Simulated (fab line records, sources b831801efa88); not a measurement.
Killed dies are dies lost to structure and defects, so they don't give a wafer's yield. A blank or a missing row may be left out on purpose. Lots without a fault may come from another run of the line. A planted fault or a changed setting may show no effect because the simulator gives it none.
fab line records | flow gf180mcu
record lots=5 wafers=15 last_day=34
route steps=602 shown NWELL@46 LVPWELL@54 MVSD@66
lots that met no fault: from a run of the same line without faults
start_h: hours from the record's first day to the start of the lot's first wafer shown | wait_h: hours since the lot's step before | " the same as in the row above | L1.1+2: a row that stands for several wafers | - no value, or no start given | * or withheld: withheld | < > ~ a bound
route shown NAME@n: a module of which the file shows steps, and the number in the route of the first | usual: mean/standard deviation of fault-free wafers | same: alike in all rows | chamber/n: place in a boat | sites: the reading at each site | _std_site: their standard deviation | _edge_site: outer sites' mean less inner sites' | radius_mm: how far each site lies from the wafer's centre | mask NAME#n: copy n | behind: the tool/chamber that last shaped the wafer | hold: why the lot was held/for how many hours/how that ended | device: the transistor (n, p or np) that didn't switch | end of line: the same wafers' tests at the end of the route | a step without rows: its recipe alone | killed: dies lost to structure and defects at the first sort, not the wafer's yield | map: a wafer's dies, x killed, . not, _ none there
set.NAME: the setting as run; set.NAME@STEP: as run at that earlier step | model.NAME: the simulator's own value behind a step, which no gauge read
lots at some steps of the route; a table a step, a row a wafer
services: from which hour (start_h, from the record's first day; less than 0 if before it) a tool's chamber was out of use, for how many hours, and why
## steps
# step GF_NWELL_EXPOSE_04
# recipe mask_id=Nwell target_cd_nm=860 na=0.6 source_shape=conventional sigma_outer=0.6 dose_mj=260
# step GF_NWELL_PEB_05
# recipe temp_c=115 time_s=withheld
# step GF_NWELL_DEVELOP_06
# recipe wall_angle_deg=90 develop_time_s=60 dev_temp_c=23
# step GF_NWELL_OVL_MEAS_07
# usual NWELL_OVL=1.0/1.1
# columns lot.wafer tool chamber start_h wait_h NWELL_OVL[nm]
L822.2 overlay-02 - 84.54 - 1.0
L822.5 " - " " 0.6
L822.6 " - " " 0.4
L823.4 overlay-01 - 91.51 - 2.8
L823.5 " - " " 2.1
L823.6 " - " " 1.6
L827.2 overlay-02 - 118.19 - 2.4
L827.3 " - " " 2.8
L827.4 " - " " 2.3
L834.1 overlay-01 - 149.79 - 1.5
L834.3 " - " " 3.4
L834.6 " - " " 1.2
L840.1 overlay-01 - 183.19 - 0.9
L840.3 " - " " 1.8
L840.6 " - " " 0.9
# step GF_NWELL_IMPLANT_08
# recipe species=P energy_kev=450 dose_cm2=1.5e+13 tilt_deg=0
# step GF_NWELL_IMPLANT_09
# recipe species=P energy_kev=160 dose_cm2=4e+12 tilt_deg=0
# step GF_NWELL_STRIP_10
# recipe chemistry=O2/N2 power_w=1400 pressure_mtorr=1500 platen_temp_c=250 o2_flow_sccm=3000 n2_flow_sccm=300 overash_fraction=0.5
# usual drypump_motor_current_A=5.6/0.34 heater_power_w=326/23 oes_product_au=0.722/0.0041 strip_time_to_endpoint_s=36.98/0.09
# columns lot.wafer tool chamber start_h wait_h drypump_motor_current_A heater_power_w oes_product_au rf_hours_counter_h strip_time_to_endpoint_s
L822.2 plasma_asher-01 1 84.87 0.1 5.6 307 0.722 43 36.96
L822.5 " 1 " " 5.6 308 0.727 - 37.09
L822.6 " 0 " " 5.9 342 0.727 - 36.94
L823.4 plasma_asher-03 1 91.86 0.1 5.5 360 0.721 - 37.02
L823.5 " 1 " " 5.5 363 0.720 - 36.98
L823.6 " 0 " " 5.9 330 0.717 - 36.98
L827.2 plasma_asher-04 1 118.52 0.1 5.0 304 0.721 50 36.99
L827.3 " 1 " " 5.0 316 0.717 - 36.96
L827.4 " 0 " " 5.9 310 0.724 - 37.10
L834.1 plasma_asher-01 0 150.12 0.1 5.9 338 0.726 51 37.02
L834.3 " 0 " " 5.9 340 0.718 - 37.07
L834.6 " 0 " " 5.9 346 0.723 - 37.06
L840.1 plasma_asher-03 1 183.52 0.1 5.5 375 0.718 43 36.93
L840.3 " 1 " " 5.5 371 0.723 - 36.93
L840.6 " 1 " " 5.5 371 0.728 - 36.91
# step GF_NWELL_TW_MEAS_11
# usual NWELL_TW=1576/19
# columns lot.wafer tool chamber start_h wait_h NWELL_TW
L822.2 film_metro-03 - 84.98 0.1 1597
L822.5 " - " " 1605
L822.6 " - " " 1606
L823.4 film_metro-04 - 91.96 0.1 1560
L823.5 " - " " 1557
L823.6 " - " " 1556
L827.2 film_metro-03 - 118.63 0.1 1599
L827.3 " - " " 1604
L827.4 " - " " 1599
L834.1 film_metro-03 - 150.22 0.1 1592
L834.3 " - " " 1595
L834.6 " - " " 1610
L840.1 film_metro-01 - 183.62 0.1 1557
L840.3 " - " " 1559
L840.6 " - " " 1562
# step GF_LVPWELL_DEHYDRATE_00
# recipe temp_c=200 time_s=60
# step GF_LVPWELL_HMDS_01
# recipe prime_time_s=60 prime_temp_c=120
# step GF_LVPWELL_COAT_02
# recipe spin_rpm=2000 resist_thk_nm=3000
# step GF_LVPWELL_SOFTBAKE_03
# recipe temp_c=110 time_s=withheld
# step GF_LVPWELL_EXPOSE_04
# recipe mask_id=LVPWELL target_cd_nm=600 na=0.6 source_shape=conventional sigma_outer=0.6 dose_mj=260
# columns lot.wafer tool chamber start_h wait_h mask
L822.2+5+6 iline_stepper-01 0 92.11 - MVSD#0
L823.4+5+6 iline_stepper-02 0 98.10 - LVPWELL#0
L827.2+3+4 iline_stepper-02 0 126.03 - LVPWELL#0
L834.1+3+6 iline_stepper-01 0 158.27 - LVPWELL#0
L840.1+3+6 iline_stepper-02 0 191.89 - LVPWELL#0
# step GF_LVPWELL_PEB_05
# recipe temp_c=115 time_s=withheld
# step GF_LVPWELL_DEVELOP_06
# recipe wall_angle_deg=90 develop_time_s=60 dev_temp_c=23
# step GF_LVPWELL_OVL_MEAS_07
# usual LVPWELL_OVL=0.5/1.6
# columns lot.wafer tool chamber start_h wait_h LVPWELL_OVL[nm]
L822.2 overlay-02 - 98.14 - -
L822.5 " - " " -
L822.6 " - " " -
L823.4 overlay-01 - 104.76 - 0.2
L823.5 " - " " -0.3
L823.6 " - " " -1.2
L827.2 overlay-02 - 133.29 - 2.8
L827.3 " - " " 2.0
L827.4 " - " " 0.9
L834.1 overlay-02 - 166.04 - 0.7
L834.3 " - " " -0.3
L834.6 " - " " 0.1
L840.1 overlay-02 - 200.04 - 3.2
L840.3 " - " " 1.4
L840.6 " - " " 2.7
# step GF_LVPWELL_IMPLANT_08
# recipe species=B energy_kev=170 dose_cm2=1.5e+13 tilt_deg=0
# step GF_LVPWELL_IMPLANT_09
# recipe species=B energy_kev=60 dose_cm2=4.868e+12 tilt_deg=0
# step GF_LVPWELL_STRIP_10
# recipe chemistry=O2/N2 power_w=1400 pressure_mtorr=1500 platen_temp_c=250 o2_flow_sccm=3000 n2_flow_sccm=300 overash_fraction=0.5
# usual drypump_motor_current_A=5.70/0.17 heater_power_w=345/38 oes_product_au=0.723/0.0042 strip_time_to_endpoint_s=36.96/0.091
# columns lot.wafer tool chamber start_h wait_h drypump_motor_current_A heater_power_w oes_product_au rf_hours_counter_h strip_time_to_endpoint_s
L822.2 plasma_asher-02 1 98.50 0.1 5.55 430 0.725 40 37.04
L822.5 " 1 " " 5.57 416 0.725 - 36.97
L822.6 " 0 " " 5.47 397 0.726 - 37.00
L823.4 plasma_asher-01 0 105.11 0.1 5.90 341 0.719 - 37.05
L823.5 " 1 " " 5.60 301 0.725 - 37.03
L823.6 " 0 " " 5.89 333 0.714 - 37.07
L827.2 plasma_asher-01 1 133.62 0.1 5.61 302 0.719 49 36.88
L827.3 " 0 " " 5.91 330 0.722 - 36.89
L827.4 " 1 " " 5.62 299 0.722 - 36.96
L834.1 plasma_asher-01 0 166.37 0.1 5.90 335 0.721 53 37.05
L834.3 " 0 " " 5.90 344 0.719 - 37.00
L834.6 " 0 " " 5.90 340 0.721 - 36.96
L840.1 plasma_asher-01 0 200.37 0.1 5.90 332 0.722 58 36.91
L840.3 " 1 " " 5.60 310 0.724 - 36.94
L840.6 " 0 " " 5.91 334 0.720 - 36.92
# step GF_LVPWELL_TW_MEAS_11
# usual LVPWELL_TW=559/8
# columns lot.wafer tool chamber start_h wait_h LVPWELL_TW
L822.2 film_metro-03 - 98.61 0.1 30
L822.5 " - " " 31
L822.6 " - " " 31
L823.4 film_metro-01 - 105.20 0.1 555
L823.5 " - " " 555
L823.6 " - " " 554
L827.2 film_metro-03 - 133.73 0.1 571
L827.3 " - " " 574
L827.4 " - " " 573
L834.1 film_metro-03 - 166.47 0.1 570
L834.3 " - " " 567
L834.6 " - " " 570
L840.1 film_metro-04 - 200.47 0.1 555
L840.3 " - " " 554
L840.6 " - " " 555
# step GF_MVSD_DEHYDRATE_00
# recipe temp_c=200 time_s=60
## services
# columns tool chamber start_h hours kind
plasma_asher-02 - 108.75 9.0 pm
plasma_asher-02 0 108.75 9.0 vent_cycle
plasma_asher-02 1 108.75 9.0 vent_cycle
plasma_asher-04 - 114.00 0.8 repair
plasma_asher-02 0 117.75 - clean
plasma_asher-02 1 117.75 - clean
plasma_asher-02 - 137.51 56.4 repair
plasma_asher-01 - 138.52 2.8 pm
plasma_asher-04 - 179.73 4.1 repair
plasma_asher-03 - 192.20 9.0 repair
## key
first_sign step=GF_LVPWELL_EXPOSE_04 reading=mask direction=changed
effect step=GF_LVPWELL_OVL_MEAS_07 reading=LVPWELL_OVL direction=missing
effect step=GF_LVPWELL_TW_MEAS_11 reading=LVPWELL_TW direction=down sigmas=66 usual=559 struck=30
met_at GF_LVPWELL_EXPOSE_04
struck_wafers L822.2,L822.5,L822.6
sort_left_out L822.2,L822.5,L822.6
tester_left_out L822
fault kind=wrong_mask tool=any chamber=- onset_h=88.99 steps=GF_LVPWELL_EXPOSE_04 aux_copy=MVSD#0 scope=struck_lots_only
# tester_left_out: of these lots the tester's yield and bins aren't shown, on N5 and GAA mostly nor the transistor test; their killed dies are dies lost to structure and defects alone, not to doping, threshold or leakage, so they don't give the yield
# sort_left_out: the simulated sort isn't trusted on such a fault, so these wafers' sort isn't shown, and their yield isn't known
